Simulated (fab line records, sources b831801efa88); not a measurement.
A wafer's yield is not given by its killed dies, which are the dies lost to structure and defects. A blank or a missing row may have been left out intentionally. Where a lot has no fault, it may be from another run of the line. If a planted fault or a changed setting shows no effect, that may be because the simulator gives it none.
One fault through the eyes of 2 desks -- flow sky130 -- numbers are kept per desk, each desk with only its own; the story behind them comes last

== AT THE METROLOGY DESK ==
Lot by lot, what the gauges showed, no matter which tool ran the lot: averages of those sampled wafers that carry a number. Any lot whose mean is over 4 standard deviations away from the usual mean is out of limits and marked OUT; that distance is given in the brackets.
Columns: A = METAL5_ALCU_RS at SKY_METAL5_RS_MEAS_05, usual 0.0271 ohm/sq; B = METAL5_ALCU_THK at SKY_METAL5_THK_MEAS_06, usual 1154 nm
lot,first seen here,A,B
L246,day 43 11:40,0.0275,1130
L247,day 44 00:49,0.0271,1144
L248,day 44 05:09,0.0271,1157
L249,day 44 07:19,0.0270,1164
L253,day 45 12:44,0.0275,1146
L255,day 46 01:26,0.0273,1125
L259,day 46 18:35,0.0270,1174
L260,day 46 23:07,0.0273,1154
L263,day 47 18:47,0.0248 (-6.7) OUT,1280 (+6.3) OUT
This desk's finding: out of limits on L263; first on L263, day 47 18:47 (METAL5_ALCU_RS at SKY_METAL5_RS_MEAS_05). In limits: L246, L247, L248, L249, L253, L255, L259, L260.

== THE TOOL OWNER'S DESK: pvd_sputter-01 ==
The tool's own readings at SKY_METAL5_SPUTTER_02 (material AlCu, target thk 1150 nm, time 61.2 s): means of the sampled wafers that have a number, for each lot that ran on this tool. Any lot whose mean is over 4 standard deviations away from the usual mean is out of limits and marked OUT; that distance is given in the brackets.
Columns: A = throttle_valve_pct at SKY_METAL5_SPUTTER_02, usual 30.3 %
lot,first seen here,A
L248,day 44 05:02,31.7
L249,day 44 07:11,30.8
L253,day 45 12:35,31.5
L259,day 46 18:25,30.0
L263,day 47 18:39,31.5
Finding of this desk: none of the 5 lots has anything out of limits.

== TAKEN TOGETHER ==
Metrology desk: alarm possible at day 47 18:47 on L263.
Nothing out of limits was seen by the tool owner's desk.
On record at the tool owner's desk: L263, within its limits.
SKY_METAL5_SPUTTER_02 was run on pvd_sputter-01 by each of the lots named.

== WHAT WAS PUT IN BY THE SIMULATOR ==
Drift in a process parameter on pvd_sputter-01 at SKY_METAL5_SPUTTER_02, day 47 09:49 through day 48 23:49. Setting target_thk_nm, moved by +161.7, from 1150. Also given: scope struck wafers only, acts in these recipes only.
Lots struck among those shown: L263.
Per desk, hours elapsed from the start of the fault to the first reading out of limits: for the metrology desk, 9.
